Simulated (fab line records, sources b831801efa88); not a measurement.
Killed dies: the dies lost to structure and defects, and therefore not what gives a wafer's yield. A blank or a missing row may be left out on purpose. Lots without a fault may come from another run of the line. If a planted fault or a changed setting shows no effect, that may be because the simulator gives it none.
What tool caused it? / flow gf180mcu / 7 lots, 21 wafers sampled, at 1 step of a route of 602

== WHAT EACH GAUGE READ, for each wafer ==
GF_STI_BOW_MEAS_00.
lot=L470; measured=day 2 01:04; on=film_metro-01; INCOMING_BOW (um)=6 7 4
lot=L472; measured=day 2 11:00; on=film_metro-04; INCOMING_BOW (um)=4 -14 4
lot=L475; measured=day 3 02:02; on=film_metro-02; INCOMING_BOW (um)=-2 2 4
lot=L478; measured=day 3 17:04; on=film_metro-02; INCOMING_BOW (um)=10 -1 -5
lot=L482; measured=day 4 13:02; on=film_metro-04; INCOMING_BOW (um)=12 -1 1
lot=L485; measured=day 5 04:00; on=film_metro-04; INCOMING_BOW (um)=3 -2 -4
lot=L488; measured=day 5 19:01; on=film_metro-04; INCOMING_BOW (um)=4 0 -5

== WHAT TOOL EACH LOT RAN ON (gives the tool, then ch and the chambers of the sampled wafers, and finally the start) ==
No process step before these readings appears in the record.

== THE ANSWER, worked out from the rows above alone ==
Rule: the usual values come from the lots themselves. Put in order of their means at a reading, lots are off if they are a third of the lots or fewer, leave a main group of 4 or more, and stand apart from it by a gap of 3 or more times the standard deviation of the main group's means; of several such gaps the widest counts. A main group is skipped when, at the precision printed for the reading in the tables above, its means are all equal. Also off: a lot with no number at a reading for which 4 or more lots have one. All remaining lots with rows at the step are treated as sound.
Across all readings shown, no lot is off: no conclusion can be drawn from this.

== WHAT THE SIMULATOR HAD INSERTED ==
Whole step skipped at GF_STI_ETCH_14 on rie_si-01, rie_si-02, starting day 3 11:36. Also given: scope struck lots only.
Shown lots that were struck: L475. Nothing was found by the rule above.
